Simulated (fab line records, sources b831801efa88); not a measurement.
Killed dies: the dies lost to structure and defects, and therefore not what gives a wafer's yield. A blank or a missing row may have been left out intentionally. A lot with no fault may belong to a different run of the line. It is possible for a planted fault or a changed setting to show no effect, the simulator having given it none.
fab line records / flow gf180mcu
record lots=6 wafers=18 last-day=34
route steps=602 shown STI@18
lots that met no fault: from a run of the same line without faults
start-h: the number of hours between the record's first day and the start of the first shown wafer of the lot / wait-h: hours since the lot's step before / " unchanged from the row above / L1.1+2: a row that stands for several wafers / - no value, or no start given / * or withheld: withheld / < > ~ a bound
route shown NAME@n: names a module that has steps shown in the file, with the first one's number in the route / usual: mean/standard deviation of fault-free wafers / same: alike in all rows / chamber/n: place in a boat / sites: the reading at each site / _std_site: standard deviation across them / _edge_site: inner sites' mean taken away from outer sites' mean / radius-mm: how far each site lies from the wafer's centre / mask NAME#n: copy n / behind: the most recent tool/chamber to have shaped the wafer / hold: why the lot was held/for how many hours/how that ended / device: whichever transistor did not switch (one of n, p or np) / end of line: at the end of the route, the tests of the same wafers / for a step that has no rows: nothing shown but its recipe / killed: not the wafer's yield, but the dies lost to structure and defects at the first sort / map: per-die view of a wafer (x killed, . not killed, _ where there is no die)
set.NAME: the setting the step ran with; set.NAME@STEP: the setting that earlier step ran with / model.NAME: the simulator's own value behind a step, which no gauge read
lots at some steps of the route; a table a step, a row a wafer
services: a tool's chamber out of use, with start hour (start-h, from the record's first day; less than 0 if before it), hours out, and reason
## steps
# step GF_STI_WET_ETCH_17
# recipe chemistry=H3PO4 target-depth-nm=45 temp-c=160 target=Si3N4 time-s=514
# step GF_STI_CLEAN_18
# recipe chemistry=SC1/SC2 mix=1:4:20 temp-c=70 time-s=150
# step GF_STI_CLEAN_19
# recipe chemistry=dHF time-s=20 dilution=100:1
# step GF_STI_WET_ETCH_20
# recipe chemistry=dHF dilution=100:1 target-depth-nm=20 temp-c=25 dry=ipa-marangoni target=SiO2 time-s=400
# step GF_STI_OXIDATION_21
# recipe temp-c=1000 ambient=O2 stabilise-s=600 purge-s=300 target-thk-a=150 ox-time-s=458
# step GF_STI_THK_MEAS_22
# recipe reads=SiO2_of_STI_OXIDATION_21
# usual STI_OXIDATION_01_THK=14.98/0.25
lot.wafer=L136.1 tool=film-metro-02 chamber=- start-h=41.67 wait-h=0.0 STI_OXIDATION_01_THK[nm]=14.60
lot.wafer=L136.3 tool=film-metro-02 chamber=- start-h=41.67 wait-h=0.0 STI_OXIDATION_01_THK[nm]=14.71
lot.wafer=L136.5 tool=film-metro-02 chamber=- start-h=41.67 wait-h=0.0 STI_OXIDATION_01_THK[nm]=15.04
lot.wafer=L141.1 tool=film-metro-02 chamber=- start-h=71.14 wait-h=0.0 STI_OXIDATION_01_THK[nm]=15.04
lot.wafer=L141.2 tool=film-metro-02 chamber=- start-h=71.14 wait-h=0.0 STI_OXIDATION_01_THK[nm]=15.13
lot.wafer=L141.4 tool=film-metro-02 chamber=- start-h=71.14 wait-h=0.0 STI_OXIDATION_01_THK[nm]=15.15
lot.wafer=L142.1 tool=film-metro-02 chamber=- start-h=73.66 wait-h=0.0 STI_OXIDATION_01_THK[nm]=15.42
lot.wafer=L142.3 tool=film-metro-02 chamber=- start-h=73.66 wait-h=0.0 STI_OXIDATION_01_THK[nm]=15.31
lot.wafer=L142.5 tool=film-metro-02 chamber=- start-h=73.66 wait-h=0.0 STI_OXIDATION_01_THK[nm]=15.44
lot.wafer=L152.2 tool=film-metro-04 chamber=- start-h=124.31 wait-h=0.0 STI_OXIDATION_01_THK[nm]=15.12
lot.wafer=L152.3 tool=film-metro-04 chamber=- start-h=124.31 wait-h=0.0 STI_OXIDATION_01_THK[nm]=15.14
lot.wafer=L152.5 tool=film-metro-04 chamber=- start-h=124.31 wait-h=0.0 STI_OXIDATION_01_THK[nm]=14.99
lot.wafer=L153.4 tool=film-metro-01 chamber=- start-h=130.13 wait-h=0.0 STI_OXIDATION_01_THK[nm]=14.91
lot.wafer=L153.5 tool=film-metro-01 chamber=- start-h=130.13 wait-h=0.0 STI_OXIDATION_01_THK[nm]=14.74
lot.wafer=L153.6 tool=film-metro-01 chamber=- start-h=130.13 wait-h=0.0 STI_OXIDATION_01_THK[nm]=14.86
lot.wafer=L156.1 tool=film-metro-01 chamber=- start-h=146.86 wait-h=0.0 STI_OXIDATION_01_THK[nm]=14.68
lot.wafer=L156.3 tool=film-metro-01 chamber=- start-h=146.86 wait-h=0.0 STI_OXIDATION_01_THK[nm]=15.02
lot.wafer=L156.5 tool=film-metro-01 chamber=- start-h=146.86 wait-h=0.0 STI_OXIDATION_01_THK[nm]=14.61
# step GF_STI_CVD_23
# recipe material=SiO2 target-thk-nm=650 sigma-open-frac=0.3 time-s=108.3 temp-c=600 sih4-flow-sccm=60 pressure-mtorr=6
# step GF_STI_THK_MEAS_24
# recipe reads=SiO2_of_STI_CVD_23
# usual STI_CVD_23_THK=650/6.8
lot.wafer=L136.1 tool=film-metro-04 chamber=- start-h=41.81 wait-h=0.0 STI_CVD_23_THK[nm]=653
lot.wafer=L136.3 tool=film-metro-04 chamber=- start-h=41.81 wait-h=0.0 STI_CVD_23_THK[nm]=644
lot.wafer=L136.5 tool=film-metro-04 chamber=- start-h=41.81 wait-h=0.0 STI_CVD_23_THK[nm]=649
lot.wafer=L141.1 tool=film-metro-04 chamber=- start-h=71.27 wait-h=0.0 STI_CVD_23_THK[nm]=652
lot.wafer=L141.2 tool=film-metro-04 chamber=- start-h=71.27 wait-h=0.0 STI_CVD_23_THK[nm]=641
lot.wafer=L141.4 tool=film-metro-04 chamber=- start-h=71.27 wait-h=0.0 STI_CVD_23_THK[nm]=655
lot.wafer=L142.1 tool=film-metro-04 chamber=- start-h=73.79 wait-h=0.0 STI_CVD_23_THK[nm]=650
lot.wafer=L142.3 tool=film-metro-04 chamber=- start-h=73.79 wait-h=0.0 STI_CVD_23_THK[nm]=654
lot.wafer=L142.5 tool=film-metro-04 chamber=- start-h=73.79 wait-h=0.0 STI_CVD_23_THK[nm]=644
lot.wafer=L152.2 tool=film-metro-01 chamber=- start-h=124.45 wait-h=0.0 STI_CVD_23_THK[nm]=651
lot.wafer=L152.3 tool=film-metro-01 chamber=- start-h=124.45 wait-h=0.0 STI_CVD_23_THK[nm]=642
lot.wafer=L152.5 tool=film-metro-01 chamber=- start-h=124.45 wait-h=0.0 STI_CVD_23_THK[nm]=639
lot.wafer=L153.4 tool=film-metro-04 chamber=- start-h=130.27 wait-h=0.0 STI_CVD_23_THK[nm]=646
lot.wafer=L153.5 tool=film-metro-04 chamber=- start-h=130.27 wait-h=0.0 STI_CVD_23_THK[nm]=656
lot.wafer=L153.6 tool=film-metro-04 chamber=- start-h=130.27 wait-h=0.0 STI_CVD_23_THK[nm]=645
lot.wafer=L156.1 tool=film-metro-02 chamber=- start-h=147.00 wait-h=0.0 STI_CVD_23_THK[nm]=660
lot.wafer=L156.3 tool=film-metro-02 chamber=- start-h=147.00 wait-h=0.0 STI_CVD_23_THK[nm]=653
lot.wafer=L156.5 tool=film-metro-02 chamber=- start-h=147.00 wait-h=0.0 STI_CVD_23_THK[nm]=646
# step GF_STI_CMP_25
# recipe stop-on=Si3N4 t-overpolish-s=33 down-force-psi=4 platen-rpm=60 target-thk-nm=524.6 pad-velocity-m-s=0.94248
# usual motor-current-A=11.9/0.7 overpolish-run-s=33.000/0.009 slurry-flow-ml-min=150.0/0.47 time-to-endpoint-s=125/4
# same t-overpolish-s=33
lot.wafer=L136.1 tool=cmp-01 chamber=0 start-h=41.87 wait-h=0.1 motor-current-A=12.1 overpolish-run-s=32.999 slurry-flow-ml-min=149.7 time-to-endpoint-s=134
lot.wafer=L136.3 tool=cmp-01 chamber=2 start-h=41.87 wait-h=0.1 motor-current-A=10.8 overpolish-run-s=32.998 slurry-flow-ml-min=150.3 time-to-endpoint-s=123
lot.wafer=L136.5 tool=cmp-01 chamber=0 start-h=41.87 wait-h=0.1 motor-current-A=12.4 overpolish-run-s=33.003 slurry-flow-ml-min=150.4 time-to-endpoint-s=129
lot.wafer=L141.1 tool=cmp-02 chamber=0 start-h=71.33 wait-h=0.1 motor-current-A=11.9 overpolish-run-s=32.992 slurry-flow-ml-min=149.1 time-to-endpoint-s=133
lot.wafer=L141.2 tool=cmp-02 chamber=2 start-h=71.33 wait-h=0.1 motor-current-A=11.5 overpolish-run-s=32.995 slurry-flow-ml-min=149.4 time-to-endpoint-s=130
lot.wafer=L141.4 tool=cmp-02 chamber=3 start-h=71.33 wait-h=0.1 motor-current-A=13.3 overpolish-run-s=32.982 slurry-flow-ml-min=150.0 time-to-endpoint-s=126
lot.wafer=L142.3 tool=cmp-01 chamber=2 start-h=73.85 wait-h=0.0 motor-current-A=11.5 overpolish-run-s=33.010 slurry-flow-ml-min=151.1 time-to-endpoint-s=124
lot.wafer=L142.1 tool=cmp-01 chamber=1 start-h=73.85 wait-h=0.0 motor-current-A=12.2 overpolish-run-s=33.002 slurry-flow-ml-min=149.7 time-to-endpoint-s=124
lot.wafer=L142.5 tool=cmp-01 chamber=3 start-h=73.85 wait-h=0.0 motor-current-A=11.6 overpolish-run-s=33.018 slurry-flow-ml-min=150.3 time-to-endpoint-s=120
lot.wafer=L152.2 tool=cmp-01 chamber=3 start-h=124.50 wait-h=0.0 motor-current-A=11.3 overpolish-run-s=32.980 slurry-flow-ml-min=150.6 time-to-endpoint-s=125
lot.wafer=L152.3 tool=cmp-01 chamber=2 start-h=124.50 wait-h=0.0 motor-current-A=11.3 overpolish-run-s=33.000 slurry-flow-ml-min=150.5 time-to-endpoint-s=120
lot.wafer=L152.5 tool=cmp-01 chamber=0 start-h=124.50 wait-h=0.0 motor-current-A=12.3 overpolish-run-s=32.988 slurry-flow-ml-min=150.0 time-to-endpoint-s=126
lot.wafer=L153.4 tool=cmp-02 chamber=1 start-h=130.30 wait-h=0.0 motor-current-A=12.1 overpolish-run-s=33.000 slurry-flow-ml-min=150.1 time-to-endpoint-s=122
lot.wafer=L153.5 tool=cmp-02 chamber=1 start-h=130.30 wait-h=0.0 motor-current-A=11.4 overpolish-run-s=33.018 slurry-flow-ml-min=149.8 time-to-endpoint-s=123
lot.wafer=L153.6 tool=cmp-02 chamber=2 start-h=130.30 wait-h=0.0 motor-current-A=10.8 overpolish-run-s=32.995 slurry-flow-ml-min=150.1 time-to-endpoint-s=126
lot.wafer=L156.3 tool=cmp-02 chamber=3 start-h=147.11 wait-h=0.1 motor-current-A=12.8 overpolish-run-s=32.997 slurry-flow-ml-min=150.2 time-to-endpoint-s=122
lot.wafer=L156.1 tool=cmp-02 chamber=0 start-h=147.11 wait-h=0.1 motor-current-A=12.0 overpolish-run-s=33.007 slurry-flow-ml-min=150.7 time-to-endpoint-s=133
lot.wafer=L156.5 tool=cmp-02 chamber=3 start-h=147.11 wait-h=0.1 motor-current-A=13.2 overpolish-run-s=32.993 slurry-flow-ml-min=149.8 time-to-endpoint-s=122
# step GF_STI_WET_ETCH_26
# recipe chemistry=dHF target-depth-nm=94 target=SiO2 temp-c=25 dilution=10:1 time-s=188
# step GF_STI_WET_ETCH_27
# recipe chemistry=H3PO4 target-depth-nm=160 target=Si3N4 temp-c=160 time-s=1825
# step GF_STI_WET_ETCH_28
# recipe chemistry=dHF target-depth-nm=20 dry=ipa-marangoni target=SiO2 temp-c=25 dilution=10:1 time-s=40
# step GF_STI_OXIDATION_29
# recipe temp-c=900 ambient=O2 stabilise-s=600 purge-s=300 target-thk-a=100 ox-time-s=1418
# usual ox-temp-c=900.0/0.42 ox-temp-c-max=903.8/0.77 spike-tc-bottom-C=921.5/2.2 spike-tc-top-C=913.7/1.2 tube_center_temp_C_max=902.3/0.39
lot.wafer=L136.1 tool=furnace-01 chamber=0 start-h=42.77 wait-h=0.0 ox-temp-c=900.2 ox-temp-c-max=903.3 spike-tc-bottom-C=920.5 spike-tc-top-C=913.8 tube_center_temp_C_max=902.1
lot.wafer=L136.3 tool=furnace-01 chamber=0 start-h=42.77 wait-h=0.0 ox-temp-c=900.2 ox-temp-c-max=903.1 spike-tc-bottom-C=922.0 spike-tc-top-C=912.7 tube_center_temp_C_max=902.0
lot.wafer=L136.5 tool=furnace-01 chamber=0 start-h=42.77 wait-h=0.0 ox-temp-c=900.0 ox-temp-c-max=904.1 spike-tc-bottom-C=920.1 spike-tc-top-C=912.9 tube_center_temp_C_max=902.3
lot.wafer=L141.1 tool=furnace-02 chamber=- start-h=75.21 wait-h=2.4 ox-temp-c=- ox-temp-c-max=- spike-tc-bottom-C=- spike-tc-top-C=- tube_center_temp_C_max=-
lot.wafer=L141.2 tool=furnace-02 chamber=- start-h=75.21 wait-h=2.4 ox-temp-c=- ox-temp-c-max=- spike-tc-bottom-C=- spike-tc-top-C=- tube_center_temp_C_max=-
lot.wafer=L141.4 tool=furnace-02 chamber=- start-h=75.21 wait-h=2.4 ox-temp-c=- ox-temp-c-max=- spike-tc-bottom-C=- spike-tc-top-C=- tube_center_temp_C_max=-
lot.wafer=L142.1 tool=furnace-02 chamber=- start-h=75.21 wait-h=0.4 ox-temp-c=- ox-temp-c-max=- spike-tc-bottom-C=- spike-tc-top-C=- tube_center_temp_C_max=-
lot.wafer=L142.3 tool=furnace-02 chamber=- start-h=75.21 wait-h=0.4 ox-temp-c=- ox-temp-c-max=- spike-tc-bottom-C=- spike-tc-top-C=- tube_center_temp_C_max=-
lot.wafer=L142.5 tool=furnace-02 chamber=- start-h=75.21 wait-h=0.4 ox-temp-c=- ox-temp-c-max=- spike-tc-bottom-C=- spike-tc-top-C=- tube_center_temp_C_max=-
lot.wafer=L152.2 tool=furnace-01 chamber=0 start-h=126.51 wait-h=1.1 ox-temp-c=900.0 ox-temp-c-max=904.5 spike-tc-bottom-C=919.7 spike-tc-top-C=912.3 tube_center_temp_C_max=902.0
lot.wafer=L152.3 tool=furnace-01 chamber=0 start-h=126.51 wait-h=1.1 ox-temp-c=899.1 ox-temp-c-max=903.1 spike-tc-bottom-C=919.7 spike-tc-top-C=913.3 tube_center_temp_C_max=902.3
lot.wafer=L152.5 tool=furnace-01 chamber=0 start-h=126.51 wait-h=1.1 ox-temp-c=899.5 ox-temp-c-max=904.0 spike-tc-bottom-C=919.3 spike-tc-top-C=911.4 tube_center_temp_C_max=902.5
lot.wafer=L153.4 tool=furnace-02 chamber=0 start-h=131.51 wait-h=0.3 ox-temp-c=899.2 ox-temp-c-max=902.6 spike-tc-bottom-C=923.3 spike-tc-top-C=915.9 tube_center_temp_C_max=902.5
lot.wafer=L153.5 tool=furnace-02 chamber=0 start-h=131.51 wait-h=0.3 ox-temp-c=899.7 ox-temp-c-max=903.7 spike-tc-bottom-C=924.4 spike-tc-top-C=914.4 tube_center_temp_C_max=901.7
lot.wafer=L153.6 tool=furnace-02 chamber=0 start-h=131.51 wait-h=0.3 ox-temp-c=899.8 ox-temp-c-max=903.7 spike-tc-bottom-C=925.8 spike-tc-top-C=913.2 tube_center_temp_C_max=902.7
lot.wafer=L156.1 tool=furnace-01 chamber=0 start-h=148.11 wait-h=0.2 ox-temp-c=900.4 ox-temp-c-max=904.0 spike-tc-bottom-C=920.0 spike-tc-top-C=915.0 tube_center_temp_C_max=902.2
lot.wafer=L156.3 tool=furnace-01 chamber=0 start-h=148.11 wait-h=0.2 ox-temp-c=900.7 ox-temp-c-max=906.0 spike-tc-bottom-C=917.7 spike-tc-top-C=912.6 tube_center_temp_C_max=902.4
lot.wafer=L156.5 tool=furnace-01 chamber=0 start-h=148.11 wait-h=0.2 ox-temp-c=901.2 ox-temp-c-max=905.9 spike-tc-bottom-C=919.1 spike-tc-top-C=914.5 tube_center_temp_C_max=902.3
## services
tool=cmp-02 chamber=- start-h=35.58 hours=0.9 kind=repair
tool=cmp-01 chamber=- start-h=58.07 hours=0.7 kind=repair
tool=cmp-01 chamber=- start-h=64.00 hours=4.0 kind=pm
tool=cmp-01 chamber=- start-h=68.00 hours=- kind=consumable-replace:conditioner
tool=cmp-01 chamber=- start-h=68.00 hours=- kind=consumable-replace:pad
tool=furnace-01 chamber=- start-h=68.68 hours=10.7 kind=repair
tool=furnace-02 chamber=- start-h=143.66 hours=2.9 kind=pm
## key
first-sign step=GF_STI_OXIDATION_29 reading=tool-record direction=missing
effect none on later readings
met-at GF_STI_OXIDATION_29
struck-wafers L141.1,L141.2,L141.4,L142.1,L142.3,L142.5
later-rows-left-out L141.1,L141.2,L141.4,L142.1,L142.3,L142.5
sort-left-out L141.1,L141.2,L141.4,L142.1,L142.3,L142.5
tester-left-out L141,L142
fault kind=skipped-step-whole tool=furnace-02 chamber=- onset-h=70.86 steps=GF_STI_OXIDATION_29 scope=struck-lots-only
# tester-left-out: of these lots the tester's yield and bins aren't shown, on N5 and GAA mostly nor the transistor test; their killed dies are dies lost to structure and defects alone, not to doping, threshold or leakage, so they don't give the yield
# sort-left-out: the simulated sort isn't trusted on such a fault, so these wafers' sort isn't shown, and their yield isn't known
# later-rows-left-out: the simulator's readings of these wafers behind a module that went badly wrong aren't trusted and aren't shown, but for the sort
